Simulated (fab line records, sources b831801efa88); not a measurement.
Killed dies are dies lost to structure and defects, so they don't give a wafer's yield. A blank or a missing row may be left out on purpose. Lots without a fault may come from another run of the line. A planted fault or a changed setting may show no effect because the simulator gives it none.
Chamber matching | flow sfq_line | SFQ_TRILAYER_A5C_DEP_PECVD_142 on pecvd-04: 3 sister chambers
The step deposits SiO2 from SiH4/N2O, time 15.556 s, target thk 70 nm. 16 wafers are shown with their chamber, then 8 later ones without.

WAFERS WITH THEIR CHAMBER
wafer  | chamber | showerhead_vpp_V (V) | throttle_valve_pct (%) | heater_power_w (W)
L590.1 | 2       | 821                  | 22.6                   | 110
L590.2 | 1       | 811                  | 22.1                   | 90
L590.3 | 0       | 776                  | 22.8                   | 79
L593.2 | 2       | 824                  | 22.8                   | 101
L593.3 | 1       | 823                  | 22.1                   | 103
L593.4 | 2       | 838                  | 22.7                   | 106
L598.1 | 1       | 813                  | 21.9                   | 86
L598.2 | 2       | 830                  | 22.8                   | 107
L598.4 | 2       | 830                  | 22.8                   | 106
L604.3 | 0       | 774                  | 23.2                   | 88
L604.4 | 2       | 826                  | 22.9                   | 107
L604.5 | 0       | 780                  | 23.0                   | 87
L606.2 | 0       | 763                  | 22.9                   | 79
L606.3 | 2       | 810                  | 23.0                   | 107
L606.5 | 1       | 838                  | 22.3                   | 99
L608.1 | 1       | 831                  | 22.2                   | 101

SIGNATURES (means of the wafers above)
reading            | chamber 0 | chamber 1 | chamber 2 | scatter within a chamber
showerhead_vpp_V   | 773.25    | 823.20    | 825.57    | 9.41
throttle_valve_pct | 22.975    | 22.120    | 22.800    | 0.146
heater_power_w     | 83.25     | 95.80     | 106.29    | 5.08
Rule: a wafer's distance from a chamber is the root of the sum, over the readings, of the square of ((its reading less the chamber's mean) divided by the reading's scatter). The wafer belongs to the nearest chamber; if the next one is less than 2 further off, it can't be placed. The scatter: the root of (the sum of the squares of (reading less its chamber's mean) over the shown wafers, divided by (wafers less chambers)).

WAFERS WITHOUT THEIR CHAMBER
wafer  | showerhead_vpp_V (V) | throttle_valve_pct (%) | heater_power_w (W)
L608.4 | 819                  | 22.1                   | 104
L608.6 | 821                  | 22.4                   | 101
L609.3 | 836                  | 23.2                   | 112
L609.5 | 809                  | 22.2                   | 101
L609.6 | 783                  | 23.4                   | 83
L611.1 | 780                  | 23.3                   | 87
L611.3 | 821                  | 23.2                   | 93
L611.5 | 820                  | 22.3                   | 99

WHICH CHAMBER EACH WENT THROUGH
wafer  | from the rows above     | in truth
L608.4 | 1                       | 1
L608.6 | can't be placed: 1 or 2 | 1
L609.3 | 2                       | 2
L609.5 | 1                       | 1
L609.6 | 0                       | 0
L611.1 | 0                       | 0
L611.3 | can't be placed: 2 or 0 | 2
L611.5 | 1                       | 1
Placed correctly: 6 of 8. Can't be placed from these rows: 2 (the true chamber is among the candidates in 2). Placed wrongly: 0.
